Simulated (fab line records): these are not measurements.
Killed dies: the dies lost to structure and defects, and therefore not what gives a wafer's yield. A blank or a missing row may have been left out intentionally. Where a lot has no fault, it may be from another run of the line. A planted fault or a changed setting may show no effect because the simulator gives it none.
Shared-tool check / flow gf180mcu / Sampled: 13 lots, 39 wafers

== WHY THIS WAS OPENED ==
1 of 13 lots carry a flag on the reading HV_LDD_2_TW at GF_HV_LDD_TW_MEAS_23. Wafers without a fault read 1050, standard deviation 12.
Rule: flag the lot when none of its wafers has a number, or when each of its wafers that has one lies beyond 4 standard deviations from that mean. All remaining lots are regarded as sound.

lot=L828; measured=day 11 02:48; on=film-metro-04; HV_LDD_2_TW, wafer by wafer=1067 1061 1061; flag=
lot=L829; measured=day 11 10:25; on=film-metro-03; HV_LDD_2_TW, wafer by wafer=1054 1056 1054; flag=
lot=L830; measured=day 11 16:21; on=film-metro-01; HV_LDD_2_TW, wafer by wafer=1037 1031 1034; flag=
lot=L831; measured=day 12 03:31; on=film-metro-01; HV_LDD_2_TW, wafer by wafer=1030 1028 1027; flag=
lot=L832; measured=day 12 10:19; on=film-metro-03; HV_LDD_2_TW, wafer by wafer=1052 1053 1053; flag=
lot=L838; measured=day 14 10:55; on=film-metro-04; HV_LDD_2_TW, wafer by wafer=30 30 30; flag=FLAGGED
lot=L839; measured=day 14 17:28; on=film-metro-04; HV_LDD_2_TW, wafer by wafer=1061 1058 1067; flag=
lot=L843; measured=day 16 03:07; on=film-metro-03; HV_LDD_2_TW, wafer by wafer=1053 1053 1053; flag=
lot=L845; measured=day 16 14:46; on=film-metro-03; HV_LDD_2_TW, wafer by wafer=1055 1058 1050; flag=
lot=L847; measured=day 17 06:22; on=film-metro-04; HV_LDD_2_TW, wafer by wafer=1058 1064 1054; flag=
lot=L848; measured=day 17 15:45; on=film-metro-01; HV_LDD_2_TW, wafer by wafer=1036 1033 1032; flag=
lot=L849; measured=day 17 21:55; on=film-metro-04; HV_LDD_2_TW, wafer by wafer=1061 1062 1063; flag=
lot=L850; measured=day 18 06:46; on=film-metro-01; HV_LDD_2_TW, wafer by wafer=1038 1039 1036; flag=
Average over the flagged lots: 30; offset from the usual -1020, equal to -85 standard deviations.

== LOT BY LOT: THE TOOL USED ==
The record holds 1 process step before the reading, out of a route of 602 steps. In each cell: the tool, then ch and the chambers that the sampled wafers went through, then the start.
lot=L828; flag=; GF_HV_LDD_EXPOSE_16=iline-stepper-01 ch 0, day 10 16:56
lot=L829; flag=; GF_HV_LDD_EXPOSE_16=iline-stepper-02 ch 0, day 11 00:53
lot=L830; flag=; GF_HV_LDD_EXPOSE_16=iline-stepper-01 ch 0, day 11 07:07
lot=L831; flag=; GF_HV_LDD_EXPOSE_16=iline-stepper-02 ch 0, day 11 17:16
lot=L832; flag=; GF_HV_LDD_EXPOSE_16=iline-stepper-01 ch 0, day 12 00:38
lot=L838; flag=FLAGGED; GF_HV_LDD_EXPOSE_16=iline-stepper-01 ch 0, day 14 00:02
lot=L839; flag=; GF_HV_LDD_EXPOSE_16=iline-stepper-01 ch 0, day 14 07:02
lot=L843; flag=; GF_HV_LDD_EXPOSE_16=iline-stepper-02 ch 0, day 15 16:08
lot=L845; flag=; GF_HV_LDD_EXPOSE_16=iline-stepper-01 ch 0, day 16 03:14
lot=L847; flag=; GF_HV_LDD_EXPOSE_16=iline-stepper-01 ch 0, day 16 18:43
lot=L848; flag=; GF_HV_LDD_EXPOSE_16=iline-stepper-01 ch 0, day 17 03:27
lot=L849; flag=; GF_HV_LDD_EXPOSE_16=iline-stepper-02 ch 0, day 17 09:10
lot=L850; flag=; GF_HV_LDD_EXPOSE_16=iline-stepper-02 ch 0, day 17 18:43
What these steps do:
- GF_HV_LDD_EXPOSE_16: exposes mask Pplus LV AREA, target cd 400 nm.
- GF_HV_LDD_TW_MEAS_23

== FLAGGED OVER TOTAL, TOOL BY TOOL (the gauges that took the reading come last) ==
step=GF_HV_LDD_EXPOSE_16; tool=iline-stepper-01; lots run=8; flagged=1; share of the flagged lots=all; sound lots run after its first flagged lot=4 (L839,L845,L847,L848)
step=GF_HV_LDD_EXPOSE_16; tool=iline-stepper-02; lots run=5; flagged=0; share of the flagged lots=none; sound lots run after its first flagged lot=-
step=GF_HV_LDD_TW_MEAS_23; tool=film-metro-01; lots run=4; flagged=0; share of the flagged lots=none; sound lots run after its first flagged lot=-
step=GF_HV_LDD_TW_MEAS_23; tool=film-metro-03; lots run=4; flagged=0; share of the flagged lots=none; sound lots run after its first flagged lot=-
step=GF_HV_LDD_TW_MEAS_23; tool=film-metro-04; lots run=5; flagged=1; share of the flagged lots=all; sound lots run after its first flagged lot=3 (L839,L847,L849)

== WHAT THE TABLE PERMITS ==
Table rows that saw every flagged lot: 2, namely iline-stepper-01 at GF_HV_LDD_EXPOSE_16 and film-metro-04 at GF_HV_LDD_TW_MEAS_23.
- iline-stepper-01 at GF_HV_LDD_EXPOSE_16: 1 of its 8 lots flagged. After the first flagged lot (L839, L845, L847, L848), sound lots still ran on it; a lasting fault on the whole tool would not permit that.
- film-metro-04 at GF_HV_LDD_TW_MEAS_23: 1 of its 5 lots flagged. After the first flagged lot (L839, L847, L849), sound lots still ran on it; a lasting fault on the whole tool would not permit that.
No row of the table ran every flagged lot and no sound lot after the first.

== WHAT THE SIMULATOR HAD PUT IN ==
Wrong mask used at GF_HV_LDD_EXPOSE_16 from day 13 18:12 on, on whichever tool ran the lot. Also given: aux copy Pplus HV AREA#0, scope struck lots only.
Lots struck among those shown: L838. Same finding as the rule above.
